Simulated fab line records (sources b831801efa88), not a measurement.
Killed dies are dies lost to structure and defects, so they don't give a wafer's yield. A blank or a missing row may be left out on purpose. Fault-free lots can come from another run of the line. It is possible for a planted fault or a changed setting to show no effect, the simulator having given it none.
8D (eight disciplines) problem report, filled in by code	flow sky130	the parts of the form that need people (team, actions taken, sign-off) are left out

== 1. THE PROBLEM ==
LDD_P_OVL at SKY_LDD_P_OVL_MEAS_08 reads a mean of 113.1 nm on 9 wafers of 3 lots; wafers without a fault read -0.1 nm with a standard deviation of 1.6. Measured from the usual mean, that is +71 standard deviations.
First observed at day 22 20:51: wafer L160.1, on overlay-02. The record holds 36 wafers of 12 lots with a number at this step. Rule for "out", or "out of limits": more than 4 standard deviations from the usual mean. All remaining wafers that have a number are taken as sound.

== 2. WHAT IT IS, AND WHAT IT ISN'T ==
question	is	is not
which readings at this step	LDD_P_OVL	-
which lots	L160, L161, L162	L151, L152, L153, L154, L156, L157, L158, L159, L169
which wafers of those lots	all that have a number	-
read on which gauges	overlay-01, overlay-02	-
when	from day 22 20:51	up to then (24 sound wafers); but 3 sound wafers of L169 came after

== 3. THE SUSPECTS, EACH WITH WHAT RULES IT OUT ==
Counting: any tool at a process step up to the reading is kept as a suspect provided that every lot that is out went through it and no sound lot did after the first of them.
- the gauge at SKY_LDD_P_OVL_MEAS_08: ruled out. The wafers that are out were read on 2 gauges (overlay-01, overlay-02).
- plasma asher-01 at SKY_SONOS_ONO_STRIP_17 (strips in O2/N2): kept. Every lot that is out went through it, starting with L160 (day 16 04:34), and after that it ran no sound lot; the last sound lot it ran before then is L154 (day 14 06:23).
- iline stepper-02 at SKY_LDD_P_EXPOSE_04 (exposes mask PSDM, target cd 380 nm): kept. Every lot that is out went through it, starting with L160 (day 22 05:49), and after that it ran no sound lot; the last sound lot it ran before then is L159 (day 21 20:02).
After counting, plasma asher-01 at SKY_SONOS_ONO_STRIP_17 and iline stepper-02 at SKY_LDD_P_EXPOSE_04 remain.

== 4. THE CAUSE (what the simulator had put in) ==
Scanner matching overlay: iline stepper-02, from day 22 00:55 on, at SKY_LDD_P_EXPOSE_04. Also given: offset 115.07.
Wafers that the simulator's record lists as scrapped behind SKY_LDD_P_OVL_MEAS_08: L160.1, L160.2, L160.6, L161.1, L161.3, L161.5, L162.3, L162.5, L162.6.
Of the 2 suspects that counting leaves, this tool is one.

== 5. THE EFFECT CHAIN, in route order ==
Rows list readings where the struck wafers' mean (over those with a number) sits beyond 3 standard deviations from the usual. Only readings for which the record gives a usual standard deviation are gone through. hours: the time from each lot's start at the first step in this table that gives one to its start at this step, as a median over the lots. sigmas: the change in usual standard deviations.
hours	step	reading	usual	on struck wafers	change	sigmas
0	SKY_LDD_P_OVL_MEAS_08	LDD_P_OVL	-0.1 nm	113.1	+113.2	+71

== 6. HOW IT WOULD HAVE BEEN CAUGHT EARLIER ==
20 hours passed between the start of the fault at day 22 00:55 and the first reading out of limits at a measuring or inspecting step in this record, taken at day 22 20:51.
Of the tool readings at SKY_LDD_P_EXPOSE_04 for which the record gives a usual standard deviation, none was out on any struck wafer, so an alarm limit of 4 standard deviations on them would not have fired.
Lots out: 3; of these, L162 started SKY_LDD_P_EXPOSE_04 on iline stepper-02 after day 22 20:51. A hold on the tool at that time would have spared it.
